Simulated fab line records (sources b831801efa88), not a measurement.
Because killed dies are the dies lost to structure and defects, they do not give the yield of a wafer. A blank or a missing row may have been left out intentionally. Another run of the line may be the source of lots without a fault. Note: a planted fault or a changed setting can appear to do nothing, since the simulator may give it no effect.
Chamber matching :: flow gf180mcu :: GF_V1_CMP_26 on cmp-02 has 4 sister chambers
The step polishes, stops on SiO2, t overpolish 15 s, target thk 0 nm. 7 wafers are shown with their chamber, then 6 later ones without.

## WAFERS WITH THEIR CHAMBER
wafer: L819.4
chamber: 0
motor current A (A): 11.4
time to endpoint s (s): 88

wafer: L824.2
chamber: 2
motor current A (A): 9.9
time to endpoint s (s): 91

wafer: L826.3
chamber: 1
motor current A (A): 10.8
time to endpoint s (s): 88

wafer: L826.6
chamber: 3
motor current A (A): 10.7
time to endpoint s (s): 85

wafer: L828.1
chamber: 3
motor current A (A): 10.3
time to endpoint s (s): 88

wafer: L828.2
chamber: 1
motor current A (A): 10.7
time to endpoint s (s): 86

wafer: L828.5
chamber: 2
motor current A (A): 9.5
time to endpoint s (s): 92

## WAFERS WITHOUT THEIR CHAMBER
wafer: L830.2
motor current A (A): 11.3
time to endpoint s (s): 86

wafer: L830.3
motor current A (A): 9.7
time to endpoint s (s): 97

wafer: L830.5
motor current A (A): 9.9
time to endpoint s (s): 92

wafer: L835.1
motor current A (A): 10.9
time to endpoint s (s): 88

wafer: L835.4
motor current A (A): 10.4
time to endpoint s (s): 89

wafer: L835.5
motor current A (A): 10.2
time to endpoint s (s): 90

## CHAMBER TAKEN BY EACH
wafer: L830.2
from the rows above: can't be placed: 0 or 1
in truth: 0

wafer: L830.3
from the rows above: 2
in truth: 2

wafer: L830.5
from the rows above: 2
in truth: 2

wafer: L835.1
from the rows above: can't be placed: 1 or 3 or 0
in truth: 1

wafer: L835.4
from the rows above: can't be placed: 3 or 1 or 2
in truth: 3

wafer: L835.5
from the rows above: can't be placed: 2 or 3 or 1
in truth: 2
Correctly placed: 2 of 6. Cannot be placed on the basis of these rows: 4; the candidates contain the true chamber in 4. Wrongly placed: 0.
How it was worked out, from the rows above alone: a wafer's distance from a chamber is the root of the sum, over the readings, of the square of ((its reading less the chamber's mean) divided by the reading's scatter). If the next closest chamber is less than 2 further off than the closest, the wafer can't be placed; otherwise it belongs to the closest. Each chamber's mean is taken over the wafers shown for it. How the scatter is found: for the shown wafers, subtract from each reading the mean of its chamber, square and add these, divide the total by (wafers less chambers), then take the root.
